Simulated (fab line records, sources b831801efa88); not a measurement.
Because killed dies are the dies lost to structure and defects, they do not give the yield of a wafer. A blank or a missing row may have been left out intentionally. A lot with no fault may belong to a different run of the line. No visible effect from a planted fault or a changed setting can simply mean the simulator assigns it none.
What tool caused it?    flow sky130    Sampling: 15 lots, 45 wafers, 5 of 708 route steps

== WHAT EACH GAUGE READ, for each wafer ==
SKY_RES_PROTECT_TW_MEAS_08. Usual: POLY_GATE_TW 4042, standard deviation 23.
lot   measured      on             POLY_GATE_TW    flag
L639  day 15 20:32  film_metro-03  4044 4065 4072  
L640  day 16 04:23  film_metro-01  4061 4031 4045  
L641  day 16 20:02  film_metro-01  4048 4064 4054  
L643  day 16 20:19  film_metro-04  4099 4030 4059  
L642  day 17 05:03  film_metro-01  3993 4003 4009  
L645  day 18 00:12  film_metro-04  4067 4074 4058  
L646  day 18 03:44  film_metro-03  4058 4041 4044  
L648  day 19 02:39  film_metro-03  4071 4053 4066  
L650  day 19 19:50  film_metro-04  4042 4025 4033  
L651  day 20 18:20  film_metro-01  4023 4022 4009  
L652  day 21 04:20  film_metro-03  4071 4080 4065  
L654  day 21 23:50  film_metro-04  4040 4044 4056  
L660  day 23 14:22  film_metro-04  4064 4059 4083  
L659  day 23 14:39  film_metro-01  4010 4017 4046  
L661  day 23 22:44  film_metro-03  4040 4030 4047  

SKY_POLY_GATE_THK_MEAS_04. Usual: POLY_GATE_CVD_03_THK 74.9 nm, standard deviation 0.88.
lot   measured      on             POLY_GATE_CVD_03_THK (nm)  flag
L639  day 15 22:01  film_metro-01  74.4 74.5 74.1             
L640  day 16 06:52  film_metro-01  75.4 75.5 75.5             
L641  day 16 22:27  film_metro-04  73.9 74.4 74.6             
L643  day 16 22:26  film_metro-01  73.8 73.9 74.0             
L642  day 17 07:12  film_metro-04  74.6 74.2 74.8             
L645  day 18 03:26  film_metro-01  73.8 73.5 73.8             
L646  day 18 05:12  film_metro-04  73.7 73.6 73.8             
L648  day 19 05:03  film_metro-02  73.7 73.8 74.5             
L650  day 19 21:18  film_metro-01  74.6 74.7 75.3             
L651  day 20 19:48  film_metro-01  74.1 74.6 73.9             
L652  day 21 05:58  film_metro-02  75.3 75.1 75.6             
L654  day 22 02:34  film_metro-04  75.9 76.1 77.0             
L660  day 23 15:54  film_metro-02  74.8 74.4 74.5             
L659  day 23 17:17  film_metro-01  76.2 76.2 75.7             
L661  day 24 00:13  film_metro-04  75.8 76.3 76.0             

SKY_LDD_LDN_OVL_MEAS_07. Usual: LDD_LDN_OVL 0.3 nm, standard deviation 1.2.
lot   measured      on          LDD_LDN_OVL (nm)  flag
L639  day 23 14:39  overlay-01  1.9 0.8 0.7       
L640  day 23 23:07  overlay-02  2.0 0.4 1.0       
L641  day 24 16:02  overlay-02  -0.3 0.6 1.8      
L643  day 24 18:11  overlay-02  1.4 -0.7 1.3      
L642  day 25 00:18  overlay-02  -1.7 0.9 0.3      
L645  day 26 01:22  overlay-02  1.1 1.0 -0.2      
L646  day 26 02:40  overlay-01  -0.7 -0.6 1.0     
L648  day 27 04:34  overlay-01  -1.4 -1.9 -0.2    
L650  day 27 12:18  overlay-02  0.3 -0.9 -0.3     
L651  day 28 12:26  overlay-02  2.0 1.4 0.3       
L652  day 28 21:27  overlay-01  -0.7 0.7 -1.5     
L654  day 29 15:20  overlay-02  2.0 0.7 0.4       
L660  day 31 03:05  overlay-02  -0.5 -2.6 -1.7    
L659  day 31 04:20  overlay-02  -0.4 -0.3 1.1     
L661  day 31 10:41  overlay-02  0.4 -2.6 -0.3     

SKY_LDD_LDN_TW_MEAS_13. Usual: LDD_LDN_TW 1470, standard deviation 10.
lot   measured      on             LDD_LDN_TW      flag
L639  day 23 15:23  film_metro-01  1474 1485 1481  
L640  day 23 23:52  film_metro-03  1484 1481 1477  
L641  day 24 16:47  film_metro-02  1465 1458 1462  
L643  day 24 18:55  film_metro-03  1482 1494 1499  
L642  day 25 01:02  film_metro-03  1485 1475 1476  
L645  day 26 02:07  film_metro-01  1475 1468 1473  
L646  day 26 03:24  film_metro-02  1460 1459 1463  
L648  day 27 05:19  film_metro-03  1345 1347 1350  OFF
L650  day 27 13:02  film_metro-01  1348 1352 1357  OFF
L651  day 28 13:10  film_metro-03  1336 1331 1338  OFF
L652  day 28 22:11  film_metro-03  1455 1451 1460  
L654  day 29 16:04  film_metro-03  1473 1461 1473  
L660  day 31 03:49  film_metro-02  1454 1457 1450  
L659  day 31 05:05  film_metro-01  1478 1484 1482  
L661  day 31 11:26  film_metro-01  1486 1490 1485  

== TOOL THAT RAN EACH LOT (tool first, then ch and the chambers of the sampled wafers, then the start) ==
lot   SKY_LDD_LDN_IMPLANT_10
L639  implanter-01 ch 0, day 23 14:59
L640  implanter-01 ch 0, day 23 23:28
L641  implanter-01 ch 0, day 24 16:25
L643  implanter-03 ch 0, day 24 18:31
L642  implanter-01 ch 0, day 25 00:40
L645  implanter-02 ch 0, day 26 01:44
L646  implanter-03 ch 0, day 26 03:01
L648  implanter-01, day 27 04:56
L650  implanter-01, day 27 12:38
L651  implanter-01, day 28 12:46
L652  implanter-01 ch 0, day 28 21:49
L654  implanter-02 ch 0, day 29 15:41
L660  implanter-01 ch 0, day 31 03:25
L659  implanter-01 ch 0, day 31 04:44
L661  implanter-03 ch 0, day 31 11:02
- SKY_LDD_LDN_IMPLANT_10

== WHAT THE TOOLS THEMSELVES READ (means of the sampled wafers that have a number; where no wafer has one, the mark that the record gives instead) ==
SKY_LDD_LDN_IMPLANT_10. Usual: beam_energy_keV 15.000, standard deviation 0.0042; beam_on_s 10.01 s, standard deviation 0.19; faraday_current_uA 70.4, standard deviation 1.4.
lot   tool          beam_energy_keV  beam_on_s (s)  faraday_current_uA  flag
L639  implanter-01  15.001           10.02          70.5                
L640  implanter-01  15.006           9.89           71.2                
L641  implanter-01  15.003           9.94           70.9                
L643  implanter-03  14.998           10.06          70.1                
L642  implanter-01  15.000           10.01          70.6                
L645  implanter-02  14.995           9.90           71.2                
L646  implanter-03  15.002           10.13          69.6                
L648  implanter-01  -                -              -                   OFF
L650  implanter-01  -                -              -                   OFF
L651  implanter-01  -                -              -                   OFF
L652  implanter-01  14.999           9.79           71.8                
L654  implanter-02  15.001           10.02          70.5                
L660  implanter-01  14.999           9.97           70.9                
L659  implanter-01  14.997           10.03          70.4                
L661  implanter-03  15.005           10.02          70.4                

== THE ANSWER, worked out from the rows above alone ==
Rule: take the mean of a lot's wafers that have a number; if it is more than 3 standard deviations from the usual mean, the lot is off. A lot without any number at a reading at which 4 lots or more have one is off too. All remaining lots with rows at the step are treated as sound. Order of review: gauges by route order, followed by the tools' own readings, for which a lot's mean as printed above is used. The first step at which some lot is off is used, and at that step the reading that is off furthest; a lot without a number counts as furthest.
Off: L648, L650, L651, seen at SKY_LDD_LDN_TW_MEAS_13 (LDD_LDN_TW).
A tool fits if, at a process step before that reading, it ran every lot that is off, and no sound lot after the first of them. The gauges at SKY_LDD_LDN_TW_MEAS_13 aren't tried: what is off there is off at SKY_LDD_LDN_IMPLANT_10 too, on other tools, and a gauge's error can't cause that. Of those tried, none fits.

== WHAT WAS PUT IN BY THE SIMULATOR ==
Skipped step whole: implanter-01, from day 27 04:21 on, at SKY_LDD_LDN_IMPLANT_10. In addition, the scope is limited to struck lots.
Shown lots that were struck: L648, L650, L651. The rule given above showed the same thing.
